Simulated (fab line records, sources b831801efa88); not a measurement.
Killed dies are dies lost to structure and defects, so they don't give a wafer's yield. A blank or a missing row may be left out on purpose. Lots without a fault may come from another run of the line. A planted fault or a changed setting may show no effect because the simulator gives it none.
Problem report in the 8D (eight disciplines) form, filled by code | flow gf180mcu | the parts of the form that need people (team, actions taken, sign-off) are left out

1. THE PROBLEM
V1_CVD_02_THK at GF_V1_THK_MEAS_03 reads a mean of 455 nm on 3 wafers of 3 lots; wafers without a fault read 851 nm with a standard deviation of 10. That is -40 standard deviations from the usual mean.
First seen on wafer L680.3, day 19 21:52, on film_metro-02. The record holds 33 wafers of 11 lots with a number at this step. Rule for "out", or "out of limits": more than 4 standard deviations from the usual mean. The other wafers with a number count as sound.

2. WHAT IT IS AND WHAT IT IS NOT
question                    | is                           | is not
which readings at this step | V1_CVD_02_THK                | -
which lots                  | L680, L682, L684             | L677, L685, L686, L690, L691, L693, L695, L696
which wafers of those lots  | L680.3, L682.4, L684.3       | L680.1, L680.2, L682.3, L682.6, L684.1, L684.4
read on which gauges        | film_metro-02, film_metro-04 | film_metro-03
when                        | from day 19 21:52            | up to then (5 sound wafers); but 25 sound wafers of L682, L684, L685, L686, L690, L691, L693, L695, L696 came after

3. SUSPECTS, AND WHAT RULES EACH OUT
Counting: a tool at a process step up to the reading stays a suspect if it ran every lot that is out. Sound lots after the first of them don't rule it out here, since some wafers of a struck lot are sound.
- the gauge at GF_V1_THK_MEAS_03: ruled out. The wafers that are out were read on 2 gauges (film_metro-02, film_metro-04).
- pecvd-01 at GF_V1_CVD_02 (deposits SiO2 from TEOS, target thk 850 nm, time 94.851 s): kept. It ran every lot that is out, first L680 (day 19 21:47); its last sound lot up to then is L677 (day 18 06:56). Its own readings are out on those wafers: run_length_s.
- Within pecvd-01 at GF_V1_CVD_02: the wafers that are out ran in chamber 1; their sound lot-mates ran in chambers 0, 2.
Left after counting: pecvd-01 at GF_V1_CVD_02.

4. THE CAUSE (what the simulator had put in)
Process parameter drift: pecvd-01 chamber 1, from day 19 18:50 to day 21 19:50, at GF_V1_CVD_02. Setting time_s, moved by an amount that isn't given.
Counting left only this tool.

5. THE CHAIN OF EFFECTS, in route order
Each row: a reading whose mean over the struck wafers that have a number lies more than 3 standard deviations from the usual. Only readings for which the record gives a usual standard deviation are gone through. hours: the time from each lot's start at the first step in this table that gives one to its start at this step, as a median over the lots. sigmas: the change in usual standard deviations.
hours | step              | reading            | usual      | on struck wafers | change | sigmas
0     | GF_V1_CVD_02      | run_length_s       | 122.9 s    | 79.1             | -43.8  | -84
0     | GF_V1_THK_MEAS_03 | V1_CVD_02_THK      | 851 nm     | 455              | -396   | -40
3     | GF_V1_CMP_04      | time_to_endpoint_s | 82 s       | 36               | -46    | -7.9
-     | GF_V1_ETCH_17     | oes_product_au     | 0.856 a.u. | 0.722            | -0.134 | -25
The process steps in it:
- GF_V1_CVD_02: deposits SiO2 from TEOS, target thk 850 nm, time 94.851 s.
- GF_V1_CMP_04: polishes SiO2.
- GF_V1_ETCH_17: etches SiO2 in C4F8/O2/Ar, stops on TiN, target depth 630 nm.
Later measuring or inspecting steps at which every struck wafer that the step has a row for has a number for every such reading, and none has moved that far: GF_V1_CD_MEAS_14.

6. WHAT WOULD HAVE CAUGHT IT SOONER
In this record the first reading out of limits at a measuring or inspecting step was taken at day 19 21:52, 3 hours after the fault began at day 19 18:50.
The tool's own readings at GF_V1_CVD_02 were out on every struck wafer that the step has a row for (run_length_s): an alarm limit on them would have fired on the first of those.
Of the lots that are out (3), L682, L684 began GF_V1_CVD_02 on pecvd-01 after day 19 21:52. A hold on the tool at that time would have spared those 2.
